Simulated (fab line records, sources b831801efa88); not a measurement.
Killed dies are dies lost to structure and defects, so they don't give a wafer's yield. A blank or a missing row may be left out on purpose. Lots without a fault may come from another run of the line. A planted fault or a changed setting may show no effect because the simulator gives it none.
fab line records | flow sfq_line
record lots=7 wafers=21 last_day=86
route steps=325 shown M0@36 I0@43
lots that met no fault: from a run of the same line without faults
start_h: hours from the record's first day to the start of the lot's first wafer shown | wait_h: hours since the lot's step before | " the same as in the row above | L1.1+2: a row that stands for several wafers | - no value, or no start given | * or withheld: withheld | < > ~ a bound
route shown NAME@n: a module of which the file shows steps, and the number in the route of the first | usual: mean/standard deviation of fault-free wafers | same: alike in all rows | chamber/n: place in a boat | sites: the reading at each site | _std_site: their standard deviation | _edge_site: outer sites' mean less inner sites' | radius_mm: how far each site lies from the wafer's centre | mask NAME#n: copy n | behind: the tool/chamber that last shaped the wafer | hold: why the lot was held/for how many hours/how that ended | device: the transistor (n, p or np) that didn't switch | end of line: the same wafers' tests at the end of the route | a step without rows: its recipe alone | killed: dies lost to structure and defects at the first sort, not the wafer's yield | map: a wafer's dies, x killed, . not, _ none there
set.NAME: the setting as run; set.NAME@STEP: as run at that earlier step | model.NAME: the simulator's own value behind a step, which no gauge read
lots at some steps of the route; a table a step, a row a wafer
services: from which hour (start_h, from the record's first day; less than 0 if before it) a tool's chamber was out of use, for how many hours, and why
## steps
# step SFQ_TRILAYER_M0_LITHO_PEB_024
# recipe peb_temp_c=115 peb_time_s=60 resist=KrF
# step SFQ_TRILAYER_M0_LITHO_DEVELOP_023
# recipe time_s=60 resist=KrF
# step SFQ_M0_OVL_MEAS_906
# usual M0_OVL=2/6.4
# columns lot.wafer tool chamber start_h wait_h M0_OVL[nm]
L320.2 overlay-01 - 120.01 0.1 6
L320.3 " - " " 13
L320.6 " - " " 0
L328.1 overlay-02 - 174.97 0.1 4
L328.3 " - " " 6
L328.6 " - " " 8
L329.2 overlay-01 - 186.93 0.1 -2
L329.3 " - " " 2
L329.6 " - " " 0
L331.2 overlay-01 - 191.73 0.1 -9
L331.5 " - " " 3
L331.6 " - " " -16
L333.2 overlay-01 - 205.68 0.1 10
L333.3 " - " " 7
L333.4 " - " " 13
L334.1 overlay-02 - 212.88 0.1 12
L334.3 " - " " 17
L334.5 " - " " 15
L335.1 overlay-01 - 216.48 0.1 0
L335.4 " - " " 1
L335.6 " - " " 2
# step SFQ_TRILAYER_M0_BARC_OPEN_METAL_ETCH_031
# recipe mask_material=PR chemistry=O2 target_depth_nm=125 target=BARC icp_w=600 bias_w=80 pressure_mtorr=10 time_s=41.7
# usual drypump_motor_current_A=5.55/0.22 oes_product_au=0.685/0.0048 rf_fwd_power_W=593.6/2.9
# columns lot.wafer tool chamber start_h wait_h drypump_motor_current_A oes_product_au rf_fwd_power_W rf_hours_counter_h
L320.2 rie_metal-02 1 120.04 0.0 5.83 0.685 595.1 40
L320.3 " 1 " " 5.83 0.677 593.7 -
L320.6 " 0 " " 5.22 0.687 592.8 -
L328.1 rie_metal-04 1 175.01 0.0 5.56 0.687 593.3 76
L328.3 " 1 " " 5.54 0.686 595.2 -
L328.6 " 0 " " 5.58 0.687 595.4 -
L329.2 rie_metal-02 0 186.96 0.0 5.22 0.678 589.8 77
L329.3 " 0 " " 5.21 0.683 591.3 -
L329.6 " 1 " " 5.83 0.685 594.3 -
L331.2 rie_metal-02 0 191.76 0.0 5.21 0.680 590.0 78
L331.5 " 1 " " 5.81 0.677 597.1 -
L331.6 " 0 " " 5.23 0.686 590.1 -
L333.2 rie_metal-02 0 205.71 0.0 5.23 0.691 590.1 81
L333.3 " 1 " " 5.83 0.690 595.1 -
L333.4 " 0 " " 5.21 0.683 593.2 -
L334.1 rie_metal-02 1 212.91 0.0 5.82 0.682 594.8 57
L334.3 " 0 " " 5.20 0.675 590.5 -
L334.5 " 1 " " 5.83 0.681 594.8 -
L335.1 rie_metal-04 0 216.51 0.0 5.58 0.693 593.2 176
L335.4 " 0 " " 5.57 0.688 594.0 -
L335.6 " 0 " " 5.57 0.692 594.9 -
# step SFQ_TRILAYER_M0_ETCH_METAL_ETCH_024
# recipe target=Nb stop_on=SiO2 mask_material=PR chemistry=Cl2/Ar target_depth_nm=240 icp_w=600 bias_w=80 pressure_mtorr=10 time_s=120
# step SFQ_TRILAYER_M0_STRIP_STRIP_025
# recipe gas=O2 power_w=200 platen_temp_c=40 overash_fraction=0.65 chemistry=O2 pressure_mtorr=50
# usual drypump_motor_current_A=5.55/0.22 oes_product_au=0.994/0.0089
# columns lot.wafer tool chamber start_h wait_h drypump_motor_current_A oes_product_au rf_hours_counter_h
L320.2 rie_metal-02 1 120.23 0.1 5.84 1.002 40
L320.3 " 1 " " 5.84 0.999 -
L320.6 " 0 " " 5.22 0.990 -
L328.1 rie_metal-04 1 175.19 0.1 5.56 0.986 76
L328.3 " 1 " " 5.59 0.987 -
L328.6 " 0 " " 5.61 1.006 -
L329.2 rie_metal-02 0 187.15 0.1 5.23 0.995 77
L329.3 " 0 " " 5.22 0.988 -
L329.6 " 1 " " 5.83 1.001 -
L331.2 rie_metal-02 0 191.95 0.1 5.20 0.988 78
L331.5 " 1 " " 5.82 1.002 -
L331.6 " 0 " " 5.22 0.984 -
L333.2 rie_metal-02 0 205.90 0.1 5.23 0.978 81
L333.3 " 1 " " 5.82 0.993 -
L333.4 " 0 " " 5.22 0.982 -
L334.1 rie_metal-02 1 213.10 0.1 5.82 0.984 57
L334.3 " 0 " " 5.21 0.992 -
L334.5 " 1 " " 5.83 0.996 -
L335.1 rie_metal-04 0 216.88 0.2 5.60 0.990 177
L335.4 " 0 " " 5.59 0.985 -
L335.6 " 0 " " 5.61 0.986 -
# step SFQ_TRILAYER_M0_STRIP_SOLV_CLEAN_026
# recipe chemistry=NMP temp_c=70 time_s=600
# step SFQ_TRILAYER_I0_DEP_PECVD_027
# recipe material=SiO2 temp_c=150 time_s=111.11 pressure_torr=2.4 rf_w=183.3 precursor=SiH4/N2O target_thk_nm=500
# step SFQ_TRILAYER_I0_CMP_CMP_028
# recipe material=SiO2 down_force_psi=3 platen_rpm=60 pad_velocity_m_s=0.94248
# usual motor_current_A=10.1/0.83 time_to_endpoint_s=212/8
# columns lot.wafer tool chamber start_h wait_h motor_current_A time_to_endpoint_s
L320.2 cmp-02 1 127.82 6.8 9.7 212
L320.3 " 0 129.32 8.3 9.9 212
L320.6 " 2 130.32 9.2 9.3 215
L328.3 cmp-02 1 177.74 1.7 9.8 207
L328.1 " 2 " " 9.1 204
L328.6 " 1 179.74 3.7 10.1 216
L329.3 cmp-02 0 189.18 1.2 9.7 205
L329.2 " 2 190.18 2.2 9.4 198
L329.6 " 0 191.18 3.2 9.6 212
L331.2 cmp-02 1 196.41 3.7 10.0 214
L331.6 " 2 " " 9.2 211
L331.5 " 3 " " 11.1 221
L333.2 cmp-02 2 207.00 0.3 9.0 211
L333.4 " 3 " " 11.5 214
L333.3 " 0 " " 9.7 210
L334.3 cmp-02 1 217.00 3.1 10.1 212
L334.1 " 2 " " 9.1 220
L334.5 " 3 " " 12.0 214
L335.1 cmp-01 1 219.40 1.1 11.0 221
L335.4 " 2 " " 10.4 209
L335.6 " 0 220.90 2.5 9.3 217
# step SFQ_I0_BOW_MEAS_907
# recipe mode=bow
# usual I0_BOW=0/7
# columns lot.wafer tool chamber start_h wait_h I0_BOW[um]
L320.2 film_metro-03 - 130.84 2.5 -7
L320.3 " - " " -6
L320.6 " - " " -2
L328.1 film_metro-01 - 180.74 2.0 6
L328.3 " - " " -9
L328.6 " - " " -6
L329.2 film_metro-02 - 191.70 1.0 7
L329.3 " - " " -4
L329.6 " - " " 7
L331.2 film_metro-01 - 197.93 1.0 8
L331.5 " - " " 7
L331.6 " - " " -5
L333.2 film_metro-01 - 210.02 2.5 -1
L333.3 " - " " 9
L333.4 " - " " -4
L334.1 film_metro-02 - 219.00 1.0 13
L334.3 " - " " 10
L334.5 " - " " 19
L335.1 film_metro-03 - 221.40 1.5 -6
L335.4 " - " " 4
L335.6 " - " " 5
# step SFQ_TRILAYER_I0_METRO_MEASURE_029
# step SFQ_TRILAYER_I0_VIA_LITHO_COAT_036
# recipe resist=BARC spin_rpm=3000 resist_thk_nm=62
# step SFQ_TRILAYER_I0_VIA_LITHO_COAT_031
# recipe resist=KrF spin_rpm=3000 resist_thk_nm=650
# columns lot.wafer tool chamber start_h wait_h model.KrF_of_TRILAYER_I0_VIA_LITHO_COAT_031.thk_nm
L320.2 litho_track-01 0 132.49 0.2 649.9
L320.3 " 0 " " 650.8
L320.6 " 0 " " 650.6
L328.1 litho_track-04 0 182.36 0.2 647.2
L328.3 " 0 " " 648.2
L328.6 " 0 " " 647.1
L329.2 litho_track-04 0 193.35 0.2 671.8
L329.3 " 0 " " 671
L329.6 " 0 " " 674.2
L331.2 litho_track-04 0 199.58 0.2 672.5
L331.5 " 0 " " 672.7
L331.6 " 0 " " 672.4
L333.2 litho_track-01 0 211.67 0.2 650.8
L333.3 " 0 " " 651
L333.4 " 0 " " 649.8
L334.1 litho_track-04 0 220.62 0.2 678.3
L334.3 " 0 " " 676.4
L334.5 " 0 " " 675.9
L335.1 litho_track-01 0 223.02 0.2 650
L335.4 " 0 " " 648.3
L335.6 " 0 " " 647.7
# step SFQ_TRILAYER_I0_VIA_LITHO_SOFTBAKE_035
# recipe temp_c=withheld time_s=withheld resist=KrF
# step SFQ_TRILAYER_I0_VIA_LITHO_EXPOSE_032
# recipe mask_id=I0 na=0.6 source_shape=conventional sigma_outer=0.65 target_cd_nm=500 dose_mj=21.3
# step SFQ_TRILAYER_I0_VIA_LITHO_PEB_034
# recipe peb_temp_c=115 peb_time_s=60 resist=KrF
# step SFQ_TRILAYER_I0_VIA_LITHO_DEVELOP_033
# recipe time_s=60 resist=KrF
# step SFQ_I0_OVL_MEAS_908
# usual I0_OVL=5/5.9
# columns lot.wafer tool chamber start_h wait_h I0_OVL[nm]
L320.2 overlay-01 - 214.93 0.1 10
L320.3 " - " " 14
L320.6 " - " " 2
L328.1 overlay-02 - 287.50 0.1 4
L328.3 " - " " 10
L328.6 " - " " 15
L329.2 overlay-01 - 304.02 0.1 -1
L329.3 " - " " 0
L329.6 " - " " 4
L331.2 overlay-02 - 310.77 0.1 8
L331.5 " - " " 15
L331.6 " - " " 11
L333.2 overlay-02 - 326.17 0.1 -7
L333.3 " - " " 5
L333.4 " - " " -7
L334.1 overlay-01 - 336.96 0.1 0
L334.3 " - " " -1
L334.5 " - " " 4
L335.1 overlay-01 - 338.16 0.1 13
L335.4 " - " " 3
L335.6 " - " " 4
# step SFQ_TRILAYER_I0_VIA_BARC_OPEN_VIA_ETCH_046
# recipe mask_material=PR chemistry=O2 target_depth_nm=125 target=BARC source_w=500 bias_w=80 pressure_mtorr=30 time_s=41.7
# usual drypump_motor_current_A=5.9/0.57 oes_product_au=0.686/0.0048 rf_fwd_power_W=494.5/2.6
# columns lot.wafer tool chamber start_h wait_h drypump_motor_current_A oes_product_au rf_fwd_power_W rf_hours_counter_h
L320.2 rie_diel-02 0 214.96 0.0 6.1 0.690 495.9 4
L320.3 " 1 " " 6.3 0.696 495.7 80
L320.6 " 0 " " 6.1 0.685 496.1 -
L328.1 rie_diel-02 3 287.53 0.0 5.6 0.687 494.4 62
L328.3 " 2 " " 6.0 0.690 493.3 38
L328.6 " 2 " " 6.0 0.686 495.1 -
L329.2 rie_diel-03 1 304.05 0.0 6.3 0.679 495.6 122
L329.3 " 3 " " 6.1 0.687 496.9 65
L329.6 " 0 " " 4.9 0.688 490.7 -
L331.2 rie_diel-02 1 310.80 0.0 6.3 0.686 495.1 81
L331.5 " 1 " " 6.3 0.688 494.8 -
L331.6 " 0 " " 6.1 0.688 498.8 -
L333.2 rie_diel-04 2 326.20 0.0 6.5 0.686 493.1 16
L333.3 " 0 " " 6.3 0.692 488.3 58
L333.4 " 2 " " 6.5 0.689 492.3 -
L334.1 rie_diel-02 1 337.00 0.0 6.3 0.688 495.5 82
L334.3 " 2 " " 6.1 0.687 496.1 38
L334.5 " 2 " " 6.0 0.690 495.1 -
L335.1 rie_diel-03 1 338.20 0.0 6.3 0.684 498.3 123
L335.4 " 0 " " 4.9 0.690 491.4 1
L335.6 " 1 " " 6.3 0.686 496.7 -
# step SFQ_TRILAYER_I0_VIA_ETCH_VIA_ETCH_034
# recipe target=SiO2 stop_on=Nb mask_material=PR taper_deg=20 chemistry=CHF3 target_depth_nm=260 source_w=500 bias_w=80 pressure_mtorr=30 time_s=withheld
# usual drypump_motor_current_A=5.9/0.57 oes_product_au=0.855/0.0053 rf_fwd_power_W=498.0/1.7
# columns lot.wafer tool chamber start_h wait_h drypump_motor_current_A oes_product_au rf_fwd_power_W model.KrF_of_TRILAYER_I0_VIA_LITHO_COAT_031.thk_nm
L320.2 rie_diel-02 0 215.00 0.0 6.1 0.848 499.4 527
L320.3 " 1 " " 6.3 0.869 496.1 529.3
L320.6 " 0 " " 6.1 0.869 497.6 527.9
L328.1 rie_diel-02 3 287.57 0.0 5.6 0.845 496.9 525.5
L328.3 " 2 " " 6.0 0.840 496.4 526.5
L328.6 " 2 " " 6.0 0.852 497.0 525.4
L329.2 rie_diel-03 1 304.09 0.0 6.3 0.859 499.8 549.7
L329.3 " 3 " " 6.1 0.851 498.1 547.8
L329.6 " 0 " " 4.9 0.862 497.8 552.4
L331.2 rie_diel-02 1 310.84 0.0 6.3 0.850 500.9 550.6
L331.5 " 1 " " 6.3 0.858 500.8 550.9
L331.6 " 0 " " 6.1 0.843 499.7 549.7
L333.2 rie_diel-04 2 326.24 0.0 6.5 0.859 496.1 527.4
L333.3 " 0 " " 6.3 0.857 495.8 532.2
L333.4 " 2 " " 6.5 0.856 494.5 527.3
L334.1 rie_diel-02 1 337.04 0.0 6.3 0.857 501.3 556.9
L334.3 " 2 " " 6.1 0.853 498.6 553.7
L334.5 " 2 " " 6.1 0.851 496.8 552.7
L335.1 rie_diel-03 1 338.24 0.0 6.3 0.855 496.9 528.1
L335.4 " 0 " " 4.9 0.849 495.2 526.7
L335.6 " 1 " " 6.3 0.856 496.3 525.4
# step SFQ_TRILAYER_I0_VIA_STRIP_STRIP_035
# recipe gas=O2 power_w=200 platen_temp_c=40 overash_fraction=0.65 chemistry=O2 pressure_mtorr=50
# usual drypump_motor_current_A=5.55/0.25 oes_product_au=0.999/0.011
# columns lot.wafer tool chamber start_h wait_h drypump_motor_current_A oes_product_au rf_hours_counter_h
L320.2 rie_metal-04 0 215.11 - 5.58 1.000 176
L320.3 " 0 " " 5.58 0.983 -
L320.6 " 1 " " 5.56 0.986 -
L328.1 rie_metal-02 1 287.69 - 5.82 1.012 73
L328.3 " 1 " " 5.82 1.000 -
L328.6 " 1 " " 5.82 1.003 -
L329.2 rie_metal-03 0 304.20 - 5.15 1.025 132
L329.3 " 0 " " 5.16 1.024 -
L329.6 " 0 " " 5.16 1.023 -
L331.2 rie_metal-04 0 310.95 - 5.57 0.988 193
L331.5 " 1 " " 5.56 0.988 -
L331.6 " 0 " " 5.59 0.983 -
L333.2 rie_metal-02 0 326.35 - 5.22 1.002 92
L333.3 " 1 " " 5.84 1.009 -
L333.4 " 0 " " 5.21 0.997 -
L334.1 rie_metal-03 1 337.15 - 5.77 1.004 49
L334.3 " 0 " " 5.16 1.018 -
L334.5 " 1 " " 5.79 1.016 -
L335.1 rie_metal-04 1 338.35 - 5.53 0.982 107
L335.4 " 1 " " 5.54 0.983 -
L335.6 " 1 " " 5.54 0.992 -
## services
# columns tool chamber start_h hours kind
cmp-02 - 102.41 0.3 repair
rie_diel-04 3 103.97 7.9 repair
rie_diel-04 0 108.81 4.0 repair
rie_metal-02 - 125.59 2.1 repair
rie_diel-04 0 128.02 5.2 repair
rie_diel-04 3 134.51 5.4 repair
rie_diel-03 2 143.95 7.3 repair
rie_diel-04 1 156.56 20.6 repair
rie_diel-02 - 180.51 1.5 repair
rie_diel-03 - 185.50 1.3 repair
rie_diel-02 1 192.78 9.9 repair
cmp-02 - 203.17 0.2 repair
rie_metal-04 1 216.07 1.1 repair
rie_diel-03 2 217.46 9.7 repair
rie_diel-02 3 219.31 16.5 repair
rie_metal-02 0 225.87 27.9 repair
rie_diel-03 0 229.54 3.0 repair
rie_metal-03 1 245.12 2.7 repair
rie_diel-03 0 263.16 7.9 repair
rie_diel-02 - 273.36 2.8 pm
rie_metal-02 0 278.45 27.7 repair
rie_diel-02 2 288.57 6.5 repair
rie_diel-04 1 322.27 12.8 repair
cmp-02 - 333.37 0.3 repair
## key
first_sign none at tools or gauges
model_effect step=SFQ_TRILAYER_I0_VIA_LITHO_COAT_031 value=KrF_of_TRILAYER_I0_VIA_LITHO_COAT_031.thk_nm without=649 struck=673.9
model_effect step=SFQ_TRILAYER_I0_VIA_ETCH_VIA_ETCH_034 value=KrF_of_TRILAYER_I0_VIA_LITHO_COAT_031.thk_nm without=526.7 struck=551.6
met_at SFQ_TRILAYER_I0_VIA_LITHO_COAT_031
struck_wafers L329.2,L329.3,L329.6,L331.2,L331.5,L331.6,L334.1,L334.3,L334.5
onset_between 182.36 193.35
fault kind=process_parameter_drift tool=litho_track-04 chamber=- onset_h=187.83 steps=SFQ_TRILAYER_I0_VIA_LITHO_COAT_031 channel=resist_thk_nm offset=24.936 shape=step end_h=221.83 acts_in=these_recipes_only stated=650
